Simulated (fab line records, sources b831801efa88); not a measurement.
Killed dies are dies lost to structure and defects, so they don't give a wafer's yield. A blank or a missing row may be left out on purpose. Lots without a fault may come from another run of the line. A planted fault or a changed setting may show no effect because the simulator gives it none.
Which tool did it? | flow gf180mcu | 24 lots, 72 wafers sampled, at 5 steps of a route of 602

WHAT THE GAUGES READ, wafer by wafer
GF_V3_OVL_MEAS_15. Usual: V3_OVL -1 nm, standard deviation 4.7.
lot  | measured     | on         | V3_OVL (nm) | flag
L074 | day 22 00:20 | overlay-01 | -1 -1 -1    |
L075 | day 22 12:38 | overlay-01 | -1 -1 -2    |
L076 | day 23 00:20 | overlay-02 | -2 1 -3     |
L077 | day 23 07:29 | overlay-01 | 5 1 6       |
L078 | day 23 15:59 | overlay-02 | -1 -3 -9    |
L079 | day 24 10:59 | overlay-02 | -3 -2 5     |
L080 | day 24 19:47 | overlay-02 | -6 -6 -5    |
L081 | day 25 02:05 | overlay-02 | -14 -7 -12  |
L082 | day 25 07:26 | overlay-01 | 1 2 5       |
L083 | day 25 12:14 | overlay-02 | -5 -6 -2    |
L084 | day 25 23:59 | overlay-01 | 5 -5 6      |
L085 | day 26 09:20 | overlay-02 | 3 2 0       |
L086 | day 26 12:11 | overlay-01 | -6 -7 -6    |
L087 | day 27 00:44 | overlay-02 | 0 1 2       |
L088 | day 27 04:47 | overlay-02 | -5 -4 -8    |
L089 | day 27 13:23 | overlay-02 | -6 -2 -3    |
L090 | day 27 19:26 | overlay-02 | -4 2 -4     |
L091 | day 28 02:35 | overlay-02 | 10 10 12    |
L092 | day 28 18:17 | overlay-01 | -5 -6 -2    |
L093 | day 28 19:25 | overlay-02 | 0 -7 2      |
L094 | day 28 21:54 | overlay-01 | -3 7 6      |
L095 | day 29 05:26 | overlay-01 | 5 1 -3      |
L096 | day 29 13:56 | overlay-01 | 6 8 0       |
L097 | day 29 20:17 | overlay-02 | -3 -2 -10   |

GF_V3_RS_MEAS_24: measures by four-point-probe. Usual: V3_W_RS 0.329 ohm/sq, standard deviation 0.0035.
lot  | measured     | on            | V3_W_RS (ohm/sq)  | flag
L074 | day 22 01:18 | film_metro-02 | 0.327 0.324 0.329 |
L075 | day 22 13:34 | film_metro-01 | 0.335 0.329 0.329 |
L076 | day 23 01:14 | film_metro-01 | 0.333 0.328 0.331 |
L077 | day 23 08:25 | film_metro-01 | 0.324 0.325 0.324 |
L078 | day 23 16:54 | film_metro-03 | 0.325 0.325 0.327 |
L079 | day 24 11:54 | film_metro-02 | 0.336 0.330 0.333 |
L080 | day 24 20:43 | film_metro-03 | 0.329 0.326 0.324 |
L081 | day 25 03:08 | film_metro-02 | 0.335 0.333 0.329 |
L082 | day 25 08:50 | film_metro-01 | 0.332 0.334 0.331 |
L083 | day 25 13:11 | film_metro-01 | 0.330 0.332 0.329 |
L084 | day 26 00:53 | film_metro-02 | 0.325 0.323 0.329 |
L085 | day 26 10:16 | film_metro-01 | 0.327 0.329 0.329 |
L086 | day 26 13:08 | film_metro-02 | 0.328 0.330 0.327 |
L087 | day 27 02:00 | film_metro-03 | 0.322 0.323 0.325 |
L088 | day 27 05:51 | film_metro-02 | 0.332 0.335 0.333 |
L089 | day 27 14:20 | film_metro-02 | 0.328 0.329 0.330 |
L090 | day 27 20:28 | film_metro-03 | 0.329 0.326 0.330 |
L091 | day 28 03:32 | film_metro-01 | 0.330 0.330 0.330 |
L092 | day 28 19:13 | film_metro-03 | 0.327 0.326 0.325 |
L093 | day 28 20:22 | film_metro-01 | 0.327 0.325 0.325 |
L094 | day 28 22:53 | film_metro-03 | 0.324 0.325 0.328 |
L095 | day 29 06:23 | film_metro-02 | 0.327 0.329 0.333 |
L096 | day 29 14:52 | film_metro-01 | 0.330 0.333 0.328 |
L097 | day 29 21:13 | film_metro-03 | 0.327 0.334 0.333 |

GF_M5_OVL_MEAS_08. Usual: M5_OVL -3 nm, standard deviation 6.
lot  | measured     | on         | M5_OVL (nm) | flag
L074 | day 25 21:59 | overlay-02 | -12 -15 -9  |
L075 | day 26 09:29 | overlay-01 | -10 -1 -4   |
L076 | day 26 22:32 | overlay-02 | 3 -2 0      |
L077 | day 27 02:17 | overlay-02 | -6 2 1      |
L078 | day 27 11:53 | overlay-01 | 5 3 7       |
L079 | day 28 03:23 | overlay-02 | -3 -3 -8    |
L080 | day 28 14:41 | overlay-02 | -5 1 -2     |
L081 | day 28 18:14 | overlay-02 | -9 -5 -7    |
L082 | day 28 21:47 | overlay-01 | -11 -5 -10  |
L083 | day 29 01:05 | overlay-01 | -3 1 -4     |
L084 | day 29 12:40 | overlay-02 | 2 -5 -4     |
L085 | day 29 20:53 | overlay-01 | -7 4 -3     |
L086 | day 29 22:30 | overlay-02 | 1 -3 2      |
L087 | day 30 11:07 | overlay-02 | 15 9 6      |
L088 | day 30 14:29 | overlay-02 | -8 -6 -3    |
L089 | day 30 21:14 | overlay-01 | -6 -3 5     |
L090 | day 31 04:05 | overlay-01 | -7 -5 -8    |
L091 | day 31 09:57 | overlay-01 | -4 1 5      |
L092 | day 32 00:26 | overlay-01 | 2 -4 -9     |
L093 | day 32 00:47 | overlay-02 | 2 10 5      |
L094 | day 32 04:02 | overlay-01 | -1 -1 -2    |
L095 | day 32 10:11 | overlay-01 | -7 -13 -11  |
L096 | day 32 18:11 | overlay-02 | -12 -13 -2  |
L097 | day 32 22:05 | overlay-02 | -12 -2 -4   |

WHICH TOOL RAN EACH LOT (tool, then ch and the chambers of the sampled wafers, then the start)
lot  | GF_PSD_STRIP_10                      | GF_CONTACT_SPUTTER_23
L074 | plasma_asher-04 ch 0,1, day 13 22:43 | pvd_sputter-04, day 15 19:39
L075 | plasma_asher-03 ch 0,1, day 14 08:28 | pvd_sputter-02, day 16 06:22
L076 | plasma_asher-03 ch 0,1, day 14 20:47 | pvd_sputter-03, day 16 18:10
L077 | plasma_asher-02 ch 0,1, day 15 02:59 | pvd_sputter-02, day 17 01:30
L078 | plasma_asher-04 ch 0,1, day 15 12:02 | pvd_sputter-02, day 17 11:15
L079 | plasma_asher-04 ch 0,1, day 16 02:38 | pvd_sputter-04, day 18 02:29
L080 | plasma_asher-04 ch 0,1, day 16 12:17 | pvd_sputter-02, day 18 13:12
L081 | plasma_asher-02 ch 0,1, day 16 20:34 | pvd_sputter-02, day 18 20:26
L082 | plasma_asher-03 ch 0,1, day 17 02:31 | pvd_sputter-02, day 19 02:49
L083 | plasma_asher-02 ch 0,1, day 17 09:03 | pvd_sputter-02, day 19 10:21
L084 | plasma_asher-04 ch 0,1, day 17 14:17 | pvd_sputter-03, day 19 15:28
L085 | plasma_asher-03 ch 0,1, day 18 05:37 | pvd_sputter-02, day 20 08:06
L086 | plasma_asher-04 ch 0,1, day 18 10:07 | pvd_sputter-02, day 20 11:58
L087 | plasma_asher-02 ch 1, day 18 20:25   | pvd_sputter-03, day 20 22:53
L088 | plasma_asher-02 ch 0,1, day 19 03:49 | pvd_sputter-02, day 21 06:11
L089 | plasma_asher-02 ch 1, day 19 13:25   | pvd_sputter-02, day 21 16:32
L090 | plasma_asher-03 ch 0,1, day 19 17:28 | pvd_sputter-04, day 21 20:18
L091 | plasma_asher-02 ch 0,1, day 20 05:00 | pvd_sputter-03, day 22 08:20
L092 | plasma_asher-03 ch 0,1, day 20 20:01 | pvd_sputter-03, day 22 23:05
L093 | plasma_asher-02 ch 0,1, day 21 01:19 | pvd_sputter-02, day 23 04:10
L094 | plasma_asher-03 ch 0,1, day 21 02:31 | pvd_sputter-03, day 23 04:27
L095 | plasma_asher-02 ch 0,1, day 21 15:52 | pvd_sputter-02, day 23 18:13
L096 | plasma_asher-02 ch 0,1, day 21 23:05 | pvd_sputter-02, day 24 01:28
L097 | plasma_asher-04 ch 0,1, day 22 09:10 | pvd_sputter-04, day 24 10:35
- GF_PSD_STRIP_10: strips in O2/N2.
- GF_CONTACT_SPUTTER_23: material TiN, target thk 10 nm, time 40 s.

WHAT THE TOOLS THEMSELVES READ (means of the sampled wafers that have a number; where no wafer has one, the mark that the record gives instead)
GF_PSD_STRIP_10. Usual: drypump_motor_current_A 6.02 A, standard deviation 0.16; heater_power_w 324 W, standard deviation 29; oes_product_au 0.592 a.u., standard deviation 0.0044; strip_time_to_endpoint_s 16.52 s, standard deviation 0.034.
lot  | tool            | drypump_motor_current_A (A) | heater_power_w (W) | oes_product_au (a.u.) | strip_time_to_endpoint_s (s) | flag
L074 | plasma_asher-04 | 6.13                        | 297                | 0.595                 | 16.48                        |
L075 | plasma_asher-03 | 5.77                        | 311                | 0.595                 | 16.48                        |
L076 | plasma_asher-03 | 5.89                        | 302                | 0.592                 | 16.53                        |
L077 | plasma_asher-02 | 6.06                        | 345                | 0.588                 | 16.49                        |
L078 | plasma_asher-04 | 6.15                        | 310                | 0.592                 | 16.57                        |
L079 | plasma_asher-04 | 6.12                        | 303                | 0.587                 | 16.50                        |
L080 | plasma_asher-04 | 6.13                        | 302                | 0.593                 | 16.56                        |
L081 | plasma_asher-02 | 6.07                        | 348                | 0.592                 | 16.50                        |
L082 | plasma_asher-03 | 5.79                        | 305                | 0.597                 | 16.53                        |
L083 | plasma_asher-02 | 6.09                        | 346                | 0.591                 | 16.53                        |
L084 | plasma_asher-04 | 6.10                        | 300                | 0.590                 | 16.58                        |
L085 | plasma_asher-03 | 5.90                        | 302                | 0.593                 | 16.53                        |
L086 | plasma_asher-04 | 6.13                        | 303                | 0.594                 | 16.51                        |
L087 | plasma_asher-02 | 5.98                        | 371                | 0.590                 | 16.52                        |
L088 | plasma_asher-02 | 6.04                        | 354                | 0.591                 | 16.51                        |
L089 | plasma_asher-02 | 6.01                        | 370                | 0.593                 | 16.53                        |
L090 | plasma_asher-03 | 5.90                        | 300                | 0.590                 | 16.51                        |
L091 | plasma_asher-02 | 6.02                        | 359                | 0.597                 | 16.53                        |
L092 | plasma_asher-03 | 5.79                        | 307                | 0.590                 | 16.55                        |
L093 | plasma_asher-02 | 6.08                        | 349                | 0.594                 | 16.57                        |
L094 | plasma_asher-03 | 5.77                        | 308                | 0.594                 | 16.51                        |
L095 | plasma_asher-02 | 6.04                        | 361                | 0.593                 | 16.52                        |
L096 | plasma_asher-02 | 6.07                        | 344                | 0.592                 | 16.57                        |
L097 | plasma_asher-04 | 6.17                        | 302                | 0.591                 | 16.51                        |

GF_CONTACT_SPUTTER_23. Usual: cathode_dc_power_W 4000.1 W, standard deviation 0.76; throttle_valve_pct 29.7 %, standard deviation 0.89.
lot  | tool           | cathode_dc_power_W (W) | throttle_valve_pct (%) | flag
L074 | pvd_sputter-04 | 4000.6                 | 31.1                   |
L075 | pvd_sputter-02 | 3999.5                 | 29.6                   |
L076 | pvd_sputter-03 | 4000.3                 | 29.4                   |
L077 | pvd_sputter-02 | 3999.8                 | 29.8                   |
L078 | pvd_sputter-02 | 4000.2                 | 29.3                   |
L079 | pvd_sputter-04 | 4000.2                 | 30.6                   |
L080 | pvd_sputter-02 | 4000.1                 | 29.7                   |
L081 | pvd_sputter-02 | 4000.5                 | 29.1                   |
L082 | pvd_sputter-02 | 4000.1                 | 29.3                   |
L083 | pvd_sputter-02 | 4000.0                 | 29.7                   |
L084 | pvd_sputter-03 | 4000.8                 | 30.2                   |
L085 | pvd_sputter-02 | 3999.5                 | 29.7                   |
L086 | pvd_sputter-02 | 3999.6                 | 29.6                   |
L087 | pvd_sputter-03 | 4000.0                 | 28.9                   |
L088 | pvd_sputter-02 | 4000.1                 | 29.3                   |
L089 | pvd_sputter-02 | 3999.2                 | 29.6                   |
L090 | pvd_sputter-04 | 3999.8                 | 31.2                   |
L091 | pvd_sputter-03 | 3999.1                 | 28.9                   |
L092 | pvd_sputter-03 | 3999.9                 | 30.1                   |
L093 | pvd_sputter-02 | 3999.9                 | 29.8                   |
L094 | pvd_sputter-03 | 3999.3                 | 29.5                   |
L095 | pvd_sputter-02 | 4000.1                 | 29.4                   |
L096 | pvd_sputter-02 | 4000.1                 | 29.6                   |
L097 | pvd_sputter-04 | 3999.8                 | 30.6                   |

THE ANSWER, worked out from the rows above alone
Rule: a lot is off if the mean of its wafers that have a number lies more than 3 standard deviations from the usual mean. A lot without any number at a reading at which 4 lots or more have one is off too. The other lots that the step has rows for count as sound. The gauges are gone through in route order, then the tools' own readings, and for those a lot's mean is taken as printed above. The first step at which some lot is off is used, and at that step the reading that is off furthest; a lot without a number counts as furthest.
No lot is off at any reading shown: from this, nothing can be told.

WHAT THE SIMULATOR HAD PUT IN
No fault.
